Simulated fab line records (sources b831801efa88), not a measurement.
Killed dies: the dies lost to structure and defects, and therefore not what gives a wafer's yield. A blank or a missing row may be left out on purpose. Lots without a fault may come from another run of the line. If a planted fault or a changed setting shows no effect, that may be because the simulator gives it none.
A single fault, viewed from 2 desks | flow gf180mcu | numbers are kept per desk, each desk with only its own; the story behind them comes last

THE METROLOGY DESK
Lot by lot, what the gauges showed, no matter which tool ran the lot: averages of those sampled wafers that carry a number. The brackets show how far a lot's mean lies from the usual mean; more than 4 standard deviations puts the lot out of limits, marked OUT.
Columns: A = STI_OXIDATION_01_THK at GF_STI_THK_MEAS_22, usual 15.04 nm; B = STI_CVD_23_THK at GF_STI_THK_MEAS_24, usual 648 nm; C = STI_OXIDATION_02_THK at GF_STI_THK_MEAS_30, usual 10.01 nm; D = DNWELL_TW at GF_DNWELL_TW_MEAS_09, usual 1361; E = NWELL_OVL at GF_NWELL_OVL_MEAS_07, usual 0.2 nm; F = NWELL_TW at GF_NWELL_TW_MEAS_11, usual 1570
lot  | first seen here | A     | B   | C     | D    | E    | F
L587 | day 2 03:18     | 14.92 | 649 | 9.96  | 1361 | 0.9  | 1578
L594 | day 3 15:30     | 14.91 | 655 | 10.06 | 1359 | 0.4  | 1568
L600 | day 4 23:14     | 15.24 | 639 | 10.20 | 1355 | 1.5  | 1566
L601 | day 5 03:13     | 15.46 | 651 | 10.19 | 1371 | 1.6  | 1576
L605 | day 6 01:47     | 15.04 | 650 | 9.75  | 1356 | -0.1 | 1555
L609 | day 6 22:50     | 15.19 | 651 | 9.93  | 1369 | -1.8 | 1585
This desk's finding: nothing out of limits on any of the 6 lots.

AT THE TOOL OWNER'S DESK: wet-bench-03
The tool's own readings at GF_STI_WET_ETCH_26 (etches SiO2 in dHF, target depth 94 nm, time 188 s): means of the sampled wafers that have a number, for each lot that ran on this tool. The brackets show how far a lot's mean lies from the usual mean; more than 4 standard deviations puts the lot out of limits, marked OUT.
Columns: A = run-length-s at GF_STI_WET_ETCH_26, usual 216 s
lot  | first seen here | A
L587 | day 2 03:48     | 223
L601 | day 5 03:41     | 220
L605 | day 6 02:17     | 156 (-18) OUT
L609 | day 6 23:23     | 149 (-20) OUT
This desk's verdict: out of limits on L605, L609, starting with L605 at day 6 02:17 (run-length-s at GF_STI_WET_ETCH_26). Within limits: L587, L601.

TAKEN TOGETHER
The tool owner's desk could have raised an alarm at day 6 02:17, on L605, L609.
At the metrology desk, nothing out of limits was observed.
The metrology desk holds a record of L605, L609, inside its limits.
GF_STI_WET_ETCH_26 was run on wet-bench-03 by each of the lots named.

WHAT HAD BEEN PUT IN BY THE SIMULATOR
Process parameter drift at GF_STI_WET_ETCH_26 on wet-bench-03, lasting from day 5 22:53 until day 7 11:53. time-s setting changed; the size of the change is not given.
Struck lots among those shown: L605, L609.
Hours from the fault's start to each desk's first reading out of limits: the tool owner's desk, 3.
